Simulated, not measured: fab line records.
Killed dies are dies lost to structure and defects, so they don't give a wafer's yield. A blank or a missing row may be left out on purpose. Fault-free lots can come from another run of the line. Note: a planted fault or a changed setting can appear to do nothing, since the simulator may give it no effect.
The tool behind it: which one? :: flow gf180mcu :: 11 lots, 33 wafers sampled, at 6 steps of a route of 602

WHAT THE GAUGES READ, wafer by wafer
GF_HV_LDD_TW_MEAS_23.
lot: L740
measured: day 11 13:55
on: film-metro-01
HV_LDD_2_TW: 1049 1047 1042

lot: L742
measured: day 11 22:43
on: film-metro-01
HV_LDD_2_TW: 1051 1045 1043

lot: L743
measured: day 12 06:54
on: film-metro-02
HV_LDD_2_TW: 1040 1045 1045

lot: L744
measured: day 12 15:16
on: film-metro-04
HV_LDD_2_TW: 1053 1059 1060

lot: L748
measured: day 13 22:34
on: film-metro-02
HV_LDD_2_TW: 1043 1044 1042

lot: L750
measured: day 14 19:48
on: film-metro-04
HV_LDD_2_TW: 1057 1067 1061

lot: L753
measured: day 15 12:38
on: film-metro-04
HV_LDD_2_TW: 1068 1064 1068

lot: L755
measured: day 16 04:50
on: film-metro-04
HV_LDD_2_TW: 1066 1066 1062

lot: L756
measured: day 16 11:53
on: film-metro-01
HV_LDD_2_TW: 1036 1043 1045

lot: L759
measured: day 17 15:21
on: film-metro-01
HV_LDD_2_TW: 1044 1053 1039

lot: L760
measured: day 17 17:13
on: film-metro-04
HV_LDD_2_TW: 1058 1058 1060

GF_HV_LDD_CD_MEAS_46: target cd 400 nm.
lot: L740
measured: day 13 05:23
on: cd-sem-02
cd-nm (nm): 400.2 400.3 399.1

lot: L742
measured: day 13 14:35
on: cd-sem-02
cd-nm (nm): 406.4 404.6 405.0

lot: L743
measured: day 13 23:30
on: cd-sem-02
cd-nm (nm): 397.0 396.7 398.0

lot: L744
measured: day 14 08:08
on: cd-sem-02
cd-nm (nm): 405.9 405.1 404.6

lot: L748
measured: day 15 17:41
on: cd-sem-02
cd-nm (nm): 402.2 400.3 402.1

lot: L750
measured: day 16 15:22
on: cd-sem-01
cd-nm (nm): 401.6 399.4 399.3

lot: L753
measured: day 17 10:32
on: cd-sem-02
cd-nm (nm): 397.7 397.1 397.5

lot: L755
measured: day 18 02:09
on: cd-sem-02
cd-nm (nm): - - -

lot: L756
measured: day 18 09:39
on: cd-sem-01
cd-nm (nm): 403.8 405.1 405.1

lot: L759
measured: day 19 15:19
on: cd-sem-01
cd-nm (nm): 401.5 399.2 397.8

lot: L760
measured: day 19 16:49
on: cd-sem-01
cd-nm (nm): 402.9 402.6 399.1

GF_HV_LDD_TW_MEAS_50.
lot: L740
measured: day 13 05:48
on: film-metro-04
HV_LDD_4_TW: 572 571 572

lot: L742
measured: day 13 15:00
on: film-metro-01
HV_LDD_4_TW: 565 566 566

lot: L743
measured: day 13 23:55
on: film-metro-02
HV_LDD_4_TW: 564 563 560

lot: L744
measured: day 14 08:32
on: film-metro-04
HV_LDD_4_TW: 570 570 576

lot: L748
measured: day 15 18:05
on: film-metro-02
HV_LDD_4_TW: 562 558 562

lot: L750
measured: day 16 15:45
on: film-metro-01
HV_LDD_4_TW: 561 564 563

lot: L753
measured: day 17 10:56
on: film-metro-01
HV_LDD_4_TW: 561 561 562

lot: L755
measured: day 18 02:32
on: film-metro-02
HV_LDD_4_TW: 30 30 30

lot: L756
measured: day 18 10:03
on: film-metro-01
HV_LDD_4_TW: 562 557 559

lot: L759
measured: day 19 15:42
on: film-metro-04
HV_LDD_4_TW: 572 576 576

lot: L760
measured: day 19 17:13
on: film-metro-02
HV_LDD_4_TW: 563 563 565

WHAT TOOL EACH LOT RAN ON (gives the tool, then ch and the chambers of the sampled wafers, and finally the start)
lot: L740
GF_VT_IMPLANT_STRIP_42: plasma-asher-01 ch 0,1, day 8 07:38
GF_HV_LDD_STRIP_22: plasma-asher-03 ch 0,1, day 11 13:49
GF_HV_LDD_EXPOSE_43: iline-stepper-02 ch 0, day 12 19:29

lot: L742
GF_VT_IMPLANT_STRIP_42: plasma-asher-03 ch 0,1, day 8 15:05
GF_HV_LDD_STRIP_22: plasma-asher-03 ch 0,1, day 11 22:37
GF_HV_LDD_EXPOSE_43: iline-stepper-01 ch 0, day 13 04:14

lot: L743
GF_VT_IMPLANT_STRIP_42: plasma-asher-03 ch 0,1, day 8 22:37
GF_HV_LDD_STRIP_22: plasma-asher-02 ch 0,1, day 12 06:48
GF_HV_LDD_EXPOSE_43: iline-stepper-01 ch 0, day 13 13:51

lot: L744
GF_VT_IMPLANT_STRIP_42: plasma-asher-04 ch 0,1, day 9 05:43
GF_HV_LDD_STRIP_22: plasma-asher-04 ch 0,1, day 12 15:10
GF_HV_LDD_EXPOSE_43: iline-stepper-01 ch 0, day 13 21:38

lot: L748
GF_VT_IMPLANT_STRIP_42: plasma-asher-01 ch 1, day 10 09:14
GF_HV_LDD_STRIP_22: plasma-asher-04 ch 0,1, day 13 22:28
GF_HV_LDD_EXPOSE_43: iline-stepper-01 ch 0, day 15 07:52

lot: L750
GF_VT_IMPLANT_STRIP_42: plasma-asher-04 ch 0,1, day 11 00:16
GF_HV_LDD_STRIP_22: plasma-asher-02 ch 0,1, day 14 19:43
GF_HV_LDD_EXPOSE_43: iline-stepper-02 ch 0, day 16 04:37

lot: L753
GF_VT_IMPLANT_STRIP_42: plasma-asher-01 ch 0,1, day 11 18:23
GF_HV_LDD_STRIP_22: plasma-asher-02 ch 0,1, day 15 12:32
GF_HV_LDD_EXPOSE_43: iline-stepper-01 ch 0, day 16 23:02

lot: L755
GF_VT_IMPLANT_STRIP_42: plasma-asher-04 ch 0,1, day 12 09:19
GF_HV_LDD_STRIP_22: plasma-asher-03 ch 0,1, day 16 04:44
GF_HV_LDD_EXPOSE_43: iline-stepper-01 ch 0, day 17 15:05

lot: L756
GF_VT_IMPLANT_STRIP_42: plasma-asher-03 ch 0, day 12 13:40
GF_HV_LDD_STRIP_22: plasma-asher-04 ch 0,1, day 16 11:47
GF_HV_LDD_EXPOSE_43: iline-stepper-02 ch 0, day 17 22:02

lot: L759
GF_VT_IMPLANT_STRIP_42: plasma-asher-01 ch 0,1, day 13 12:31
GF_HV_LDD_STRIP_22: plasma-asher-02 ch 0,1, day 17 15:16
GF_HV_LDD_EXPOSE_43: iline-stepper-01 ch 0, day 19 03:39

lot: L760
GF_VT_IMPLANT_STRIP_42: plasma-asher-03 ch 0,1, day 13 16:41
GF_HV_LDD_STRIP_22: plasma-asher-02 ch 1, day 17 17:06
GF_HV_LDD_EXPOSE_43: iline-stepper-01 ch 0, day 19 05:04
- GF_VT_IMPLANT_STRIP_42: strips in O2/N2.
- GF_HV_LDD_STRIP_22: strips in O2/N2.
- GF_HV_LDD_EXPOSE_43: exposes mask Pplus HV AREA, target cd 400 nm.

WHAT THE TOOLS THEMSELVES READ (means of the sampled wafers that have a number; where no wafer has one, the mark that the record gives instead)
GF_VT_IMPLANT_STRIP_42.
lot: L740
tool: plasma-asher-01
chamber-pressure-mTorr (mTorr): 1500.7
drypump-motor-current-A (A): 6.0
heater-power-w (W): 360
o2-flow-sccm (sccm): 2994
oes-product-au (a.u.): 0.714
strip-time-to-endpoint-s (s): 12.67

lot: L742
tool: plasma-asher-03
chamber-pressure-mTorr (mTorr): 1500.0
drypump-motor-current-A (A): 5.0
heater-power-w (W): 389
o2-flow-sccm (sccm): 3000
oes-product-au (a.u.): 0.716
strip-time-to-endpoint-s (s): 12.64

lot: L743
tool: plasma-asher-03
chamber-pressure-mTorr (mTorr): 1498.2
drypump-motor-current-A (A): 5.0
heater-power-w (W): 394
o2-flow-sccm (sccm): 3008
oes-product-au (a.u.): 0.719
strip-time-to-endpoint-s (s): 12.67

lot: L744
tool: plasma-asher-04
chamber-pressure-mTorr (mTorr): 1500.8
drypump-motor-current-A (A): 5.5
heater-power-w (W): 325
o2-flow-sccm (sccm): 2994
oes-product-au (a.u.): 0.719
strip-time-to-endpoint-s (s): 12.63

lot: L748
tool: plasma-asher-01
chamber-pressure-mTorr (mTorr): 1498.5
drypump-motor-current-A (A): 5.7
heater-power-w (W): 351
o2-flow-sccm (sccm): 2998
oes-product-au (a.u.): 0.719
strip-time-to-endpoint-s (s): 12.66

lot: L750
tool: plasma-asher-04
chamber-pressure-mTorr (mTorr): 1501.0
drypump-motor-current-A (A): 5.7
heater-power-w (W): 328
o2-flow-sccm (sccm): 2987
oes-product-au (a.u.): 0.719
strip-time-to-endpoint-s (s): 12.63

lot: L753
tool: plasma-asher-01
chamber-pressure-mTorr (mTorr): 1500.3
drypump-motor-current-A (A): 6.2
heater-power-w (W): 370
o2-flow-sccm (sccm): 3008
oes-product-au (a.u.): 0.718
strip-time-to-endpoint-s (s): 12.67

lot: L755
tool: plasma-asher-04
chamber-pressure-mTorr (mTorr): 1499.7
drypump-motor-current-A (A): 5.7
heater-power-w (W): 326
o2-flow-sccm (sccm): 3011
oes-product-au (a.u.): 0.715
strip-time-to-endpoint-s (s): 12.66

lot: L756
tool: plasma-asher-03
chamber-pressure-mTorr (mTorr): 1501.2
drypump-motor-current-A (A): 4.7
heater-power-w (W): 427
o2-flow-sccm (sccm): 3002
oes-product-au (a.u.): 0.719
strip-time-to-endpoint-s (s): 12.60

lot: L759
tool: plasma-asher-01
chamber-pressure-mTorr (mTorr): 1500.9
drypump-motor-current-A (A): 6.2
heater-power-w (W): 369
o2-flow-sccm (sccm): 3004
oes-product-au (a.u.): 0.717
strip-time-to-endpoint-s (s): 12.63

lot: L760
tool: plasma-asher-03
chamber-pressure-mTorr (mTorr): 1500.2
drypump-motor-current-A (A): 5.4
heater-power-w (W): 354
o2-flow-sccm (sccm): 3001
oes-product-au (a.u.): 0.719
strip-time-to-endpoint-s (s): 12.61

GF_HV_LDD_STRIP_22.
lot: L740
tool: plasma-asher-03
chamber-pressure-mTorr (mTorr): 1499.9
drypump-motor-current-A (A): 5.0
heater-power-w (W): 388
o2-flow-sccm (sccm): 2996
oes-product-au (a.u.): 0.714
strip-time-to-endpoint-s (s): 12.62

lot: L742
tool: plasma-asher-03
chamber-pressure-mTorr (mTorr): 1501.0
drypump-motor-current-A (A): 5.0
heater-power-w (W): 393
o2-flow-sccm (sccm): 3001
oes-product-au (a.u.): 0.717
strip-time-to-endpoint-s (s): 12.64

lot: L743
tool: plasma-asher-02
chamber-pressure-mTorr (mTorr): 1500.2
drypump-motor-current-A (A): 5.4
heater-power-w (W): 380
o2-flow-sccm (sccm): 3002
oes-product-au (a.u.): 0.720
strip-time-to-endpoint-s (s): 12.59

lot: L744
tool: plasma-asher-04
chamber-pressure-mTorr (mTorr): 1500.7
drypump-motor-current-A (A): 5.7
heater-power-w (W): 330
o2-flow-sccm (sccm): 3011
oes-product-au (a.u.): 0.715
strip-time-to-endpoint-s (s): 12.63

lot: L748
tool: plasma-asher-04
chamber-pressure-mTorr (mTorr): 1499.9
drypump-motor-current-A (A): 5.6
heater-power-w (W): 332
o2-flow-sccm (sccm): 2995
oes-product-au (a.u.): 0.718
strip-time-to-endpoint-s (s): 12.69

lot: L750
tool: plasma-asher-02
chamber-pressure-mTorr (mTorr): 1500.4
drypump-motor-current-A (A): 5.4
heater-power-w (W): 375
o2-flow-sccm (sccm): 2996
oes-product-au (a.u.): 0.716
strip-time-to-endpoint-s (s): 12.60

lot: L753
tool: plasma-asher-02
chamber-pressure-mTorr (mTorr): 1500.0
drypump-motor-current-A (A): 5.4
heater-power-w (W): 379
o2-flow-sccm (sccm): 3008
oes-product-au (a.u.): 0.715
strip-time-to-endpoint-s (s): 12.61

lot: L755
tool: plasma-asher-03
chamber-pressure-mTorr (mTorr): 1498.1
drypump-motor-current-A (A): 5.4
heater-power-w (W): 351
o2-flow-sccm (sccm): 3003
oes-product-au (a.u.): 0.713
strip-time-to-endpoint-s (s): 12.71

lot: L756
tool: plasma-asher-04
chamber-pressure-mTorr (mTorr): 1499.3
drypump-motor-current-A (A): 5.5
heater-power-w (W): 327
o2-flow-sccm (sccm): 3003
oes-product-au (a.u.): 0.714
strip-time-to-endpoint-s (s): 12.63

lot: L759
tool: plasma-asher-02
chamber-pressure-mTorr (mTorr): 1501.5
drypump-motor-current-A (A): 5.4
heater-power-w (W): 381
o2-flow-sccm (sccm): 3006
oes-product-au (a.u.): 0.715
strip-time-to-endpoint-s (s): 12.65

lot: L760
tool: plasma-asher-02
chamber-pressure-mTorr (mTorr): 1500.5
drypump-motor-current-A (A): 5.6
heater-power-w (W): 362
o2-flow-sccm (sccm): 3013
oes-product-au (a.u.): 0.714
strip-time-to-endpoint-s (s): 12.67

GF_HV_LDD_EXPOSE_43.
lot: L740
tool: iline-stepper-02
focus-offset-nm (nm): -0.1

lot: L742
tool: iline-stepper-01
focus-offset-nm (nm): 0.1

lot: L743
tool: iline-stepper-01
focus-offset-nm (nm): -0.2

lot: L744
tool: iline-stepper-01
focus-offset-nm (nm): 0.1

lot: L748
tool: iline-stepper-01
focus-offset-nm (nm): -0.1

lot: L750
tool: iline-stepper-02
focus-offset-nm (nm): 0.0

lot: L753
tool: iline-stepper-01
focus-offset-nm (nm): -0.3

lot: L755
tool: iline-stepper-01
focus-offset-nm (nm): 0.2

lot: L756
tool: iline-stepper-02
focus-offset-nm (nm): -0.1

lot: L759
tool: iline-stepper-01
focus-offset-nm (nm): -0.4

lot: L760
tool: iline-stepper-01
focus-offset-nm (nm): -0.4

THE ANSWER, worked out from the rows above alone
Rule: the lots themselves supply what counts as usual. The widest of any qualifying gaps counts: lots, ordered by their means at a reading, are off when they make up no more than a third of the lots, leave a main group of 4 or more, and stand apart from it by 3 or more times the standard deviation of that group's means. The tables above print the reading to a certain number of digits; a main group whose means all agree to those digits is not used. A lot without any number at a reading at which 4 lots or more have one is off too. The other lots that the step has rows for count as sound. The gauges are gone through in route order, then the tools' own readings, and for those a lot's mean is taken as printed above. At the first step where some lot is off, the reading lying furthest off is the one used; lots without a number count as furthest.
Off: L755, at GF_HV_LDD_CD_MEAS_46 (cd-nm). Without a number there: L755. Main group: mean 401.2 nm, sd 2.8.
If a tool, at a process step before that reading, ran all the lots that are off and no sound lot after the first of them, it fits. Not tried: the gauges at GF_HV_LDD_CD_MEAS_46; whatever is off there is also off at GF_HV_LDD_TW_MEAS_50, on other tools, and gauge error can't account for it. This does not decide it: 2 tools fit, namely plasma-asher-04 at GF_VT_IMPLANT_STRIP_42 and plasma-asher-03 at GF_HV_LDD_STRIP_22.

WHAT THE SIMULATOR HAD INSERTED
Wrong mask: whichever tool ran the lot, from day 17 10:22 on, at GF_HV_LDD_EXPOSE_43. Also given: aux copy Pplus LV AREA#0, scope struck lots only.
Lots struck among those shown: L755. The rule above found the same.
